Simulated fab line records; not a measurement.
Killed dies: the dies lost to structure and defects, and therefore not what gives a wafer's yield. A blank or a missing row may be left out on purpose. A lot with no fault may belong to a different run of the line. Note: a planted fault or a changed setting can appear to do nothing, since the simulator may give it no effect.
Matching of chambers | flow sky130 | SKY_METAL4_ETCH_17 on rie diel-01 has 4 sister chambers
The step etches SiO2 in C4F8/O2/Ar, stops on TiN, time 3.9 s, target depth 15 nm. 4 wafers are shown with their chamber, then 7 later ones without.

EACH WAFER AND ITS CHAMBER
wafer  | chamber | oes product au (a.u.)
L081.6 | 0       | 0.749
L084.6 | 2       | 0.753
L091.1 | 3       | 0.750
L091.3 | 1       | 0.750

WAFERS WITHOUT THEIR CHAMBER
wafer  | oes product au (a.u.)
L091.6 | 0.758
L093.2 | 0.751
L093.5 | 0.749
L093.6 | 0.756
L097.1 | 0.751
L097.5 | 0.758
L097.6 | 0.764

EACH ONE'S CHAMBER
wafer  | from the rows above               | in truth
L091.6 | can't be placed: 2 or 1 or 3 or 0 | 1
L093.2 | can't be placed: 1 or 3 or 0 or 2 | 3
L093.5 | can't be placed: 0 or 1 or 3 or 2 | 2
L093.6 | can't be placed: 2 or 1 or 3 or 0 | 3
L097.1 | can't be placed: 1 or 3 or 0 or 2 | 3
L097.5 | can't be placed: 2 or 1 or 3 or 0 | 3
L097.6 | can't be placed: 2 or 1 or 3 or 0 | 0
Correctly placed: 0 of 7. Not placeable from these rows: 7 (in 7, the candidates include the true chamber). 0 placed wrongly.
How it was worked out, from the rows above alone: a wafer's distance from a chamber is the root of the sum, over the readings, of the square of ((its reading less the chamber's mean) divided by the reading's scatter). If the next closest chamber is less than 2 further off than the closest, the wafer can't be placed; otherwise it belongs to the closest. The mean given for a chamber averages the wafers shown for that chamber. The scatter (one wafer shown for each chamber): square how far every hidden wafer sits from the nearest shown wafer, average those squares and take the square root.
